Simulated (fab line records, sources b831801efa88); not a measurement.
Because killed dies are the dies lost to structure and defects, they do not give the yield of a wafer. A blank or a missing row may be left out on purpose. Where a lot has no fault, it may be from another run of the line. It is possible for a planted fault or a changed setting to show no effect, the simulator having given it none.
fab line records -- flow sky130
[record] lots = 10, wafers = 30, last_day = 51
route steps=708 shown RES_XHIGH@360 LI_CONTACT@378 VIA1@461 VIA4@657 PAD_OPEN@708
lots untouched by any fault: they come from a run of this same line in which no faults occurred
start_h: the number of hours between the record's first day and the start of the first shown wafer of the lot -- wait_h: hours since the lot's step before -- " repeats the value in the row above -- L1.1+2: a row that stands for several wafers -- - value missing, or start not given -- * or withheld: withheld -- < > ~ a bound
route shown NAME@n: a module of which the file shows steps, and the number in the route of the first -- usual: average and standard deviation across the fault-free wafers -- same: alike in all rows -- chamber/n: place in a boat -- sites: readings site by site -- _std_site: the values' standard deviation -- _edge_site: mean of outer sites minus mean of inner sites -- radius_mm: for every site, how far away it sits from the centre of the wafer -- mask NAME#n: copy n -- behind: the last tool/chamber to shape the wafer -- hold: cause of the lot's hold/its duration in hours/its outcome -- device: transistor that didn't switch, given as n, p or np -- end of line: the tests these same wafers got at the end of their route -- where a step has no rows: the recipe by itself -- killed: dies that structure and defects cost at the first sort, which is not the same as the wafer's yield -- map: per-die view of a wafer (x killed, . not killed, _ where there is no die)
set.NAME: the setting the step ran with; set.NAME@STEP: the setting that earlier step ran with -- model.NAME: the simulator's own value behind a step, which no gauge read
route steps across a sampled set of lots; one table per step, one row per wafer
services: a tool's chamber out of use, with start hour (start_h, from the record's first day; less than 0 if before it), hours out, and reason
[[steps]]
[step SKY_SD_N_RS_MEAS_18]
[recipe] thk_meas_gauge = four-point-probe
[usual] RES_XHIGH_RS = 333.2/1.1
lot.wafer,tool,chamber,start_h,wait_h,RES_XHIGH_RS[ohm/sq]
L245.1,film_metro-02,-,651.51,0.1,332.6
L245.4,film_metro-02,-,651.51,0.1,334.0
L245.5,film_metro-02,-,651.51,0.1,333.7
L246.1,film_metro-03,-,658.08,0.1,331.2
L246.3,film_metro-03,-,658.08,0.1,332.0
L246.5,film_metro-03,-,658.08,0.1,331.1
L248.1,film_metro-02,-,678.33,0.1,333.8
L248.3,film_metro-02,-,678.33,0.1,332.9
L248.5,film_metro-02,-,678.33,0.1,332.3
L250.2,film_metro-03,-,695.54,0.1,332.6
L250.3,film_metro-03,-,695.54,0.1,333.8
L250.4,film_metro-03,-,695.54,0.1,332.6
L254.2,film_metro-01,-,726.55,0.1,333.8
L254.3,film_metro-01,-,726.55,0.1,333.6
L254.5,film_metro-01,-,726.55,0.1,333.4
L255.1,film_metro-02,-,736.53,0.1,334.2
L255.3,film_metro-02,-,736.53,0.1,333.7
L255.6,film_metro-02,-,736.53,0.1,334.0
L256.3,film_metro-01,-,745.26,0.1,331.3
L256.4,film_metro-01,-,745.26,0.1,333.4
L256.5,film_metro-01,-,745.26,0.1,332.5
L261.3,film_metro-02,-,779.25,0.1,333.0
L261.4,film_metro-02,-,779.25,0.1,332.9
L261.6,film_metro-02,-,779.25,0.1,331.9
L266.2,film_metro-03,-,817.65,0.1,333.0
L266.4,film_metro-03,-,817.65,0.1,333.3
L266.5,film_metro-03,-,817.65,0.1,333.8
L267.1,film_metro-01,-,853.56,0.1,335.4
L267.3,film_metro-01,-,853.56,0.1,335.9
L267.6,film_metro-01,-,853.56,0.1,333.1
[step SKY_LI_CONTACT_STRIP_16]
[recipe] chemistry = O2/N2, power_w = 1400, pressure_mtorr = 1500, platen_temp_c = withheld, o2_flow_sccm = 3000, n2_flow_sccm = 300, overash_fraction = 0.5
[usual] drypump_motor_current_A = 5.7/0.46, oes_product_au = 0.377/0.0056, strip_time_to_endpoint_s = 3.51/0.049
lot.wafer,tool,chamber,start_h,wait_h,drypump_motor_current_A,oes_product_au,rf_hours_counter_h,strip_time_to_endpoint_s
L245.1,plasma_asher-01,0,680.97,-,5.3,0.386,55,3.58
L245.4,plasma_asher-01,0,680.97,-,5.3,0.379,-,3.51
L245.5,plasma_asher-01,1,680.97,-,6.1,0.383,-,3.54
L246.1,plasma_asher-01,1,687.33,-,6.2,0.388,56,3.53
L246.3,plasma_asher-01,1,687.33,-,6.2,0.370,-,3.52
L246.5,plasma_asher-01,0,687.33,-,5.3,0.377,-,3.46
L248.1,plasma_asher-02,0,707.37,-,6.3,0.379,101,3.51
L248.3,plasma_asher-02,0,707.37,-,6.3,0.385,-,3.53
L248.5,plasma_asher-02,0,707.37,-,6.3,0.380,-,3.46
L250.2,plasma_asher-02,1,724.18,-,5.1,0.384,102,3.53
L250.3,plasma_asher-02,0,724.18,-,6.2,0.385,-,3.48
L250.4,plasma_asher-02,1,724.18,-,5.1,0.379,-,3.53
L254.2,plasma_asher-03,1,755.20,-,5.6,0.373,95,3.51
L254.3,plasma_asher-03,1,755.20,-,5.6,0.386,-,3.60
L254.5,plasma_asher-03,1,755.20,-,5.6,0.373,-,3.54
L255.1,plasma_asher-02,1,765.08,-,5.1,0.378,2,3.61
L255.3,plasma_asher-02,0,765.08,-,6.2,0.375,-,3.46
L255.6,plasma_asher-02,1,765.08,-,5.1,0.372,-,3.58
L256.3,plasma_asher-02,0,774.15,-,6.3,0.376,-,3.50
L256.4,plasma_asher-02,1,774.15,-,5.1,0.376,-,3.56
L256.5,plasma_asher-02,0,774.15,-,6.3,0.382,-,3.58
L261.3,plasma_asher-01,1,805.45,-,6.2,0.381,-,3.50
L261.4,plasma_asher-01,0,805.45,-,5.3,0.373,-,3.49
L261.6,plasma_asher-01,1,805.45,-,6.2,0.375,-,3.50
L266.2,plasma_asher-01,1,843.87,-,6.2,0.375,73,3.47
L266.4,plasma_asher-01,1,843.87,-,6.2,0.368,-,3.50
L266.5,plasma_asher-01,1,843.87,-,6.2,0.377,-,3.50
L267.1,plasma_asher-02,0,880.52,-,6.2,0.364,14,3.39
L267.3,plasma_asher-02,1,880.52,-,5.1,0.364,-,3.44
L267.6,plasma_asher-02,0,880.52,-,6.2,0.372,-,3.51
[step SKY_VIA1_BOW_MEAS_03]
[recipe] mode = bow
[usual] VIA1_BOW = 80/6.7
lot.wafer,tool,chamber,start_h,wait_h,VIA1_BOW[um]
L245.1,film_metro-01,-,768.22,0.1,72
L245.4,film_metro-01,-,768.22,0.1,84
L245.5,film_metro-01,-,768.22,0.1,75
L246.1,film_metro-03,-,776.71,0.1,85
L246.3,film_metro-03,-,776.71,0.1,73
L246.5,film_metro-03,-,776.71,0.1,73
L248.1,film_metro-01,-,794.75,0.2,79
L248.3,film_metro-01,-,794.75,0.2,74
L248.5,film_metro-01,-,794.75,0.2,68
L250.2,film_metro-01,-,810.71,0.2,92
L250.3,film_metro-01,-,810.71,0.2,72
L250.4,film_metro-01,-,810.71,0.2,86
L254.2,film_metro-01,-,838.91,0.1,71
L254.3,film_metro-01,-,838.91,0.1,75
L254.5,film_metro-01,-,838.91,0.1,73
L255.1,film_metro-02,-,849.78,0.2,74
L255.3,film_metro-02,-,849.78,0.2,86
L255.6,film_metro-02,-,849.78,0.2,90
L256.3,film_metro-01,-,857.65,0.2,76
L256.4,film_metro-01,-,857.65,0.2,79
L256.5,film_metro-01,-,857.65,0.2,85
L261.3,film_metro-03,-,889.30,0.2,92
L261.4,film_metro-03,-,889.30,0.2,81
L261.6,film_metro-03,-,889.30,0.2,68
L266.2,film_metro-01,-,925.95,0.3,75
L266.4,film_metro-01,-,925.95,0.3,86
L266.5,film_metro-01,-,925.95,0.3,75
L267.1,film_metro-03,-,960.95,0.2,77
L267.3,film_metro-03,-,960.95,0.2,81
L267.6,film_metro-03,-,960.95,0.2,84
[step SKY_VIA4_CVD_18]
[recipe] material = W, target_thk_nm = 505, time_s = 152.14, temp_c = 400, pressure_torr = 40
[usual] heater_power_w = 826/42
lot.wafer,tool,chamber,start_h,wait_h,heater_power_w,since_wet_clean_h
L245.1,cvd_w-02,0,1007.48,0.0,803,90
L245.4,cvd_w-02,0,1007.48,0.0,817,-
L245.5,cvd_w-02,1,1007.48,0.0,828,-
L246.1,cvd_w-01,0,1013.13,0.0,774,609
L246.3,cvd_w-01,0,1013.13,0.0,763,-
L246.5,cvd_w-01,1,1013.13,0.0,885,-
L248.1,cvd_w-02,0,1030.55,0.0,798,113
L248.3,cvd_w-02,0,1030.55,0.0,787,-
L248.5,cvd_w-02,1,1030.55,0.0,849,-
L250.2,cvd_w-02,1,1042.96,0.0,842,125
L250.3,cvd_w-02,1,1042.96,0.0,821,-
L250.4,cvd_w-02,0,1042.96,0.0,808,-
L254.2,cvd_w-02,1,1065.65,0.0,830,148
L254.3,cvd_w-02,0,1065.65,0.0,803,-
L254.5,cvd_w-02,1,1065.65,0.0,839,-
L255.1,cvd_w-02,1,1074.15,0.0,834,156
L255.3,cvd_w-02,1,1074.15,0.0,829,-
L255.6,cvd_w-02,0,1074.15,0.0,799,-
L256.3,cvd_w-02,0,1082.66,0.1,805,-
L256.4,cvd_w-02,1,1082.66,0.1,840,-
L256.5,cvd_w-02,1,1082.66,0.1,829,-
L261.3,cvd_w-01,1,1107.75,0.1,898,-
L261.4,cvd_w-01,0,1107.75,0.1,755,-
L261.6,cvd_w-01,0,1107.75,0.1,775,-
L266.2,cvd_w-02,0,1136.62,0.0,814,219
L266.4,cvd_w-02,0,1136.62,0.0,799,-
L266.5,cvd_w-02,0,1136.62,0.0,798,-
L267.1,cvd_w-01,1,1160.80,0.0,894,757
L267.3,cvd_w-01,1,1160.80,0.0,878,-
L267.6,cvd_w-01,0,1160.80,0.0,760,-
[step SKY_VIA4_RS_MEAS_19]
[recipe] thk_meas_gauge = four-point-probe, reads = W_of_VIA4_CVD_18+TiN_of_VIA4_SPUTTER_17
[usual] VIA4_W_RS = 0.2266/0.0026
lot.wafer,tool,chamber,start_h,wait_h,hold,VIA4_W_RS[ohm/sq]
L245.1,film_metro-04,-,1007.64,0.1,-,0.2286
L245.4,film_metro-04,-,1007.64,0.1,-,0.2266
L245.5,film_metro-04,-,1007.64,0.1,-,0.2292
L246.1,film_metro-01,-,1013.28,0.1,-,0.2251
L246.3,film_metro-01,-,1013.28,0.1,-,0.2232
L246.5,film_metro-01,-,1013.28,0.1,-,0.2193
L248.1,film_metro-02,-,1030.70,0.1,-,0.2279
L248.3,film_metro-02,-,1030.70,0.1,-,0.2282
L248.5,film_metro-02,-,1030.70,0.1,-,0.2264
L250.2,film_metro-01,-,1043.13,0.1,-,0.2256
L250.3,film_metro-01,-,1043.13,0.1,-,0.2278
L250.4,film_metro-01,-,1043.13,0.1,-,0.2293
L254.2,film_metro-04,-,1065.82,0.1,await_dispo/0.2h/release,0.3096
L254.3,film_metro-04,-,1065.82,0.1,await_dispo/0.2h/release,0.3110
L254.5,film_metro-04,-,1065.82,0.1,await_dispo/0.2h/release,0.2262
L254.2,film_metro-04,-,1066.11,0.3,-,0.3096
L254.3,film_metro-04,-,1066.11,0.3,-,0.3105
L254.5,film_metro-04,-,1066.11,0.3,-,0.2260
L255.1,film_metro-04,-,1074.30,0.1,await_dispo/0.2h/release,0.2276
L255.3,film_metro-04,-,1074.30,0.1,await_dispo/0.2h/release,0.3107
L255.6,film_metro-04,-,1074.30,0.1,await_dispo/0.2h/release,0.2259
L255.1,film_metro-04,-,1074.59,0.3,-,0.2276
L255.3,film_metro-04,-,1074.59,0.3,-,0.3108
L255.6,film_metro-04,-,1074.59,0.3,-,0.2260
L256.3,film_metro-01,-,1082.80,0.1,await_dispo/0.2h/release,0.3126
L256.4,film_metro-01,-,1082.80,0.1,await_dispo/0.2h/release,0.2288
L256.5,film_metro-01,-,1082.80,0.1,await_dispo/0.2h/release,0.2270
L256.3,film_metro-01,-,1083.08,0.3,-,0.3122
L256.4,film_metro-01,-,1083.08,0.3,-,0.2286
L256.5,film_metro-01,-,1083.08,0.3,-,0.2267
L261.3,film_metro-02,-,1107.89,0.1,-,0.2236
L261.4,film_metro-02,-,1107.89,0.1,-,0.2229
L261.6,film_metro-02,-,1107.89,0.1,-,0.2209
L266.2,film_metro-04,-,1136.79,0.1,-,0.2281
L266.4,film_metro-04,-,1136.79,0.1,-,0.2282
L266.5,film_metro-04,-,1136.79,0.1,-,0.2287
L267.1,film_metro-02,-,1160.95,0.1,-,0.2223
L267.3,film_metro-02,-,1160.95,0.1,-,0.2232
L267.6,film_metro-02,-,1160.95,0.1,-,0.2269
[step SKY_VIA4_THK_MEAS_20]
[recipe] thk_meas_gauge = xrf, reads = W_of_VIA4_CVD_18
[usual] VIA4_W_THK = 499/6.5
lot.wafer,tool,chamber,start_h,wait_h,hold,VIA4_W_THK[nm]
L245.1,film_metro-04,-,1007.76,0.1,-,493
L245.4,film_metro-04,-,1007.76,0.1,-,501
L245.5,film_metro-04,-,1007.76,0.1,-,488
L246.1,film_metro-01,-,1013.40,0.1,-,506
L246.3,film_metro-01,-,1013.40,0.1,-,512
L246.5,film_metro-01,-,1013.40,0.1,-,519
L248.1,film_metro-02,-,1030.82,0.1,-,495
L248.3,film_metro-02,-,1030.82,0.1,-,497
L248.5,film_metro-02,-,1030.82,0.1,-,497
L250.2,film_metro-01,-,1043.24,0.1,-,506
L250.3,film_metro-01,-,1043.24,0.1,-,499
L250.4,film_metro-01,-,1043.24,0.1,-,494
L254.2,film_metro-04,-,1068.85,2.7,await_dispo/0.2h/release,367
L254.3,film_metro-04,-,1068.85,2.7,await_dispo/0.2h/release,363
L254.5,film_metro-04,-,1068.85,2.7,await_dispo/0.2h/release,501
L254.2,film_metro-04,-,1069.08,0.2,-,367
L254.3,film_metro-04,-,1069.08,0.2,-,366
L254.5,film_metro-04,-,1069.08,0.2,-,499
L255.1,film_metro-04,-,1075.53,0.9,await_dispo/0.2h/release,496
L255.3,film_metro-04,-,1075.53,0.9,await_dispo/0.2h/release,365
L255.6,film_metro-04,-,1075.53,0.9,await_dispo/0.2h/release,499
L255.1,film_metro-04,-,1075.76,0.2,-,496
L255.3,film_metro-04,-,1075.76,0.2,-,363
L255.6,film_metro-04,-,1075.76,0.2,-,499
L256.3,film_metro-01,-,1085.64,2.5,await_dispo/0.2h/release,364
L256.4,film_metro-01,-,1085.64,2.5,await_dispo/0.2h/release,499
L256.5,film_metro-01,-,1085.64,2.5,await_dispo/0.2h/release,495
L256.3,film_metro-01,-,1085.96,0.3,-,363
L256.4,film_metro-01,-,1085.96,0.3,-,496
L256.5,film_metro-01,-,1085.96,0.3,-,502
L261.3,film_metro-02,-,1107.99,0.1,-,506
L261.4,film_metro-02,-,1107.99,0.1,-,506
L261.6,film_metro-02,-,1107.99,0.1,-,509
L266.2,film_metro-04,-,1136.90,0.1,-,494
L266.4,film_metro-04,-,1136.90,0.1,-,492
L266.5,film_metro-04,-,1136.90,0.1,-,491
L267.1,film_metro-02,-,1161.07,0.1,-,511
L267.3,film_metro-02,-,1161.07,0.1,-,507
L267.6,film_metro-02,-,1161.07,0.1,-,503
[step SKY_VIA4_CMP_21]
[recipe] stop_on = SiO2, t_overpolish_s = 25, down_force_psi = 3.5, platen_rpm = 60, target_thk_nm = 0, pad_velocity_m_s = 0.94248
[usual] motor_current_A = 11.0/0.87, time_to_endpoint_s = 125/4.9
lot.wafer,tool,chamber,start_h,wait_h,hold,motor_current_A,time_to_endpoint_s
L245.4,cmp-01,1,1008.01,0.2,-,13.0,133
L245.1,cmp-01,2,1008.01,0.2,-,11.3,127
L245.5,cmp-01,0,1008.01,0.2,-,11.0,125
L246.3,cmp-02,3,1013.51,0.1,-,10.6,128
L246.1,cmp-02,0,1013.51,0.1,-,9.8,124
L246.5,cmp-02,2,1013.51,0.1,-,10.9,126
L248.3,cmp-01,1,1030.88,0.0,-,12.0,132
L248.1,cmp-01,2,1030.88,0.0,-,11.7,123
L248.5,cmp-01,1,1030.88,0.0,-,12.6,133
L250.4,cmp-02,1,1043.47,0.2,-,11.0,120
L250.2,cmp-02,2,1043.47,0.2,-,10.8,128
L250.3,cmp-02,3,1043.47,0.2,-,10.8,129
L254.3,cmp-01,3,1074.42,5.3,await_dispo/5.3h/release,9.4,89
L254.2,cmp-01,1,1074.42,5.3,await_dispo/5.3h/release,12.4,96
L254.5,cmp-01,0,1074.42,5.3,await_dispo/5.3h/release,11.3,124
L255.1,cmp-01,1,1078.12,2.3,await_dispo/2.2h/release,12.9,126
L255.3,cmp-01,2,1078.12,2.3,await_dispo/2.2h/release,11.6,92
L255.6,cmp-01,0,1078.12,2.3,await_dispo/2.2h/release,10.7,126
L256.4,cmp-02,1,1089.18,3.2,await_dispo/2.9h/release,10.0,115
L256.3,cmp-02,2,1089.18,3.2,await_dispo/2.9h/release,11.3,90
L256.5,cmp-02,3,1089.18,3.2,await_dispo/2.9h/release,11.6,125
L261.4,cmp-01,0,1108.13,0.1,-,11.1,123
L261.3,cmp-01,1,1108.13,0.1,-,12.4,130
L261.6,cmp-01,2,1108.13,0.1,-,11.7,122
L266.4,cmp-02,0,1137.16,0.2,-,9.5,126
L266.2,cmp-02,1,1137.16,0.2,-,10.4,122
L266.5,cmp-02,3,1137.16,0.2,-,10.5,127
L267.1,cmp-01,0,1161.31,0.2,-,10.5,123
L267.3,cmp-01,3,1161.31,0.2,-,10.6,121
L267.6,cmp-01,0,1161.31,0.2,-,10.9,118
[step SKY_PAD_OPEN_PROBE_99]
[usual] defect_limited_yield = 82.6/1.8, killed_at_M0_to_M3 = 43/6.5, killed_at_M4_up = 3.1/1.8, killed_at_contacts = 24/5.6, killed_at_front_end = 15/4.2, killed_at_other = 0.3/0.5, killed_dies = 86/8.9, killed_open = 47/6.9, killed_short = 39/5.9, sort_bin_3_pad_short = 0.9/0.39, sort_bin_5_function = 10.4/1.6, sort_bin_6_memory = 6.2/1, sort_n_pass = 406/8.9, sort_yield_pct = 82.6/1.8
[same] gross_dies = 492, killed_at_back_side = 0, sort_bin_4_leakage[%] = 0, sort_bin_8_speed[%] = 0
lot.wafer,tool,chamber,start_h,wait_h,defect_limited_yield[%],killed_at_M0_to_M3,killed_at_M4_up,killed_at_contacts,killed_at_front_end,killed_at_other,killed_dies,killed_open,killed_short,sort_bin_3_pad_short[%],sort_bin_5_function[%],sort_bin_6_memory[%],sort_n_pass,sort_yield_pct[%]
L248.1,prober-01,-,1096.98,0.1,83.5,39,4,27,11,0,81,42,39,0.4,11.6,4.5,411,83.5
L248.3,prober-01,-,1097.08,0.2,81.1,43,4,25,21,0,93,50,43,0.8,11.4,6.7,399,81.1
L248.5,prober-01,-,1097.18,0.2,84.6,34,1,24,17,0,76,32,44,1.2,7.3,6.9,416,84.6
L254.2,prober-02,-,1129.44,0.1,81.9,51,1,21,15,1,89,46,43,0.6,11.2,6.3,403,81.9
L254.3,prober-02,-,1129.49,0.2,79.5,42,5,40,14,0,101,62,39,1.4,12.6,6.5,391,79.5
L254.5,prober-02,-,1129.59,0.2,81.5,53,1,25,10,2,91,50,41,1.2,9.6,7.7,401,81.5
L255.1,prober-01,-,1136.60,0.1,82.9,36,7,24,17,0,84,48,36,0.4,11.4,5.3,408,82.9
L255.3,prober-01,-,1136.70,0.2,81.3,46,7,17,22,0,92,51,41,0.6,10.8,7.3,400,81.3
L255.6,prober-01,-,1136.85,0.2,78.9,53,4,31,16,0,104,49,55,1.0,14.2,5.9,388,78.9
// killed by level:class
L248.1 CONTACT:geometric_particle:open=12 VIA1:geometric_particle:open=9 METAL1:geometric_particle:short=8 VIA3:geometric_particle:open=7 CONTACT:geometric_particle:short=5 LI_CONTACT:geometric_particle:short=4 LOCAL_INTERCONNECT:geometric_particle:short=4 VIA1:geometric_particle:short=4
L248.3 VIA1:geometric_particle:open=12 CONTACT:geometric_particle:open=10 LI_CONTACT:geometric_particle:open=7 METAL2:geometric_particle:short=7 POLY_GATE:geometric_particle:open=6 VIA3:geometric_particle:open=6 FIELD_ISO:geometric_particle:short=5 FIELD_ISO:geometric_particle:open=4
L248.5 CONTACT:geometric_particle:open=7 CONTACT:geometric_particle:short=7 METAL2:geometric_particle:short=7 VIA1:geometric_particle:open=6 VIA3:geometric_particle:open=6 LOCAL_INTERCONNECT:geometric_particle:short=5 POLY_GATE:geometric_particle:short=4 METAL1:geometric_particle:short=4
L254.2 VIA1:geometric_particle:open=13 METAL1:geometric_particle:short=10 FIELD_ISO:geometric_particle:short=7 LI_CONTACT:geometric_particle:open=7 FIELD_ISO:geometric_particle:open=6 CONTACT:geometric_particle:open=6 VIA2:geometric_particle:open=6 METAL2:geometric_particle:short=5
L254.3 CONTACT:geometric_particle:open=24 VIA1:geometric_particle:open=11 METAL1:geometric_particle:short=10 VIA3:geometric_particle:open=7 POLY_GATE:geometric_particle:open=5 LI_CONTACT:geometric_particle:short=5 LI_CONTACT:geometric_particle:open=4 CONTACT:geometric_particle:short=4
L254.5 VIA1:geometric_particle:open=14 METAL2:geometric_particle:short=10 CONTACT:geometric_particle:open=9 VIA3:geometric_particle:open=6 VIA2:geometric_particle:open=6 FIELD_ISO:geometric_particle:short=4 LI_CONTACT:geometric_particle:open=4 LI_CONTACT:geometric_particle:short=4
L255.1 VIA1:geometric_particle:open=11 CONTACT:geometric_particle:open=10 CONTACT:geometric_particle:short=7 VIA2:geometric_particle:open=6 METAL4:geometric_particle:short=6 FIELD_ISO:geometric_particle:open=4 FIELD_ISO:geometric_particle:short=4 SPACER:geometric_particle:open=4
L255.3 VIA1:geometric_particle:open=10 VIA3:geometric_particle:open=9 VIA2:geometric_particle:open=7 VIA1:geometric_particle:short=6 METAL1:geometric_particle:short=6 LI_CONTACT:geometric_particle:open=5 FIELD_ISO:geometric_particle:open=4 POLY_GATE:geometric_particle:open=4
L255.6 VIA1:geometric_particle:open=13 CONTACT:geometric_particle:open=11 METAL1:geometric_particle:short=8 LOCAL_INTERCONNECT:geometric_particle:short=7 METAL2:geometric_particle:short=7 FIELD_ISO:geometric_particle:open=6 LI_CONTACT:geometric_particle:open=6 CONTACT:geometric_particle:short=6
[[services]]
tool,chamber,start_h,hours,kind
cmp-01,-,665.37,0.3,repair
cvd_w-02,-,680.09,14.6,pm
cmp-01,-,720.44,3.4,pm
plasma_asher-02,-,733.80,9.0,pm
cmp-01,-,772.61,15.7,repair
cmp-01,-,824.60,0.7,repair
cvd_w-02,1,865.42,2.9,repair
cvd_w-02,-,904.00,14.0,pm
plasma_asher-02,-,908.50,3.0,repair
cmp-01,-,912.15,4.0,pm
cmp-01,-,929.78,1.9,repair
cmp-01,-,941.95,0.9,repair
cmp-01,-,952.18,0.5,repair
cvd_w-02,-,967.57,17.9,repair
cvd_w-02,1,996.18,4.7,repair
cmp-01,-,996.53,0.6,repair
cmp-01,-,1008.26,9.0,pm
cmp-01,-,1039.18,6.3,pm
cmp-01,-,1089.54,4.9,pm
plasma_asher-02,-,1105.01,27.2,repair
plasma_asher-02,-,1115.17,1.6,repair
cvd_w-02,1,1138.30,23.0,repair
cvd_w-02,-,1145.89,6.9,pm
cmp-01,-,1147.75,0.4,repair
[[key]]
[first_sign] step = SKY_VIA4_RS_MEAS_19, reading = visit, direction = added
[effect] step = SKY_VIA4_RS_MEAS_19, reading = VIA4_W_RS, direction = up, sigmas = 33, usual = 0.2266, struck = 0.3110
[effect] step = SKY_VIA4_THK_MEAS_20, reading = visit, direction = added
[effect] step = SKY_VIA4_THK_MEAS_20, reading = VIA4_W_THK, direction = down, sigmas = 21, usual = 499, struck = 365
[effect] step = SKY_VIA4_CMP_21, reading = time_to_endpoint_s, direction = down, sigmas = 6.7, usual = *, struck = *
met_at SKY_VIA4_CVD_18
struck_lots L254,L255,L256
struck_wafers L254.2,L254.3,L255.3,L256.3
not_acting_at SKY_SD_N_RS_MEAS_18,SKY_LI_CONTACT_STRIP_16,SKY_VIA1_BOW_MEAS_03
onset_between 1042.96 1065.65
[fault] kind = process_parameter_drift, tool = cvd_w-02, chamber = -, onset_h = 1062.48, steps = SKY_VIA4_CVD_18, channel = target_thk_nm, offset = -134.95, shape = step, end_h = 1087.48, scope = struck_wafers_only, acts_in = these_recipes_only, stated = 505
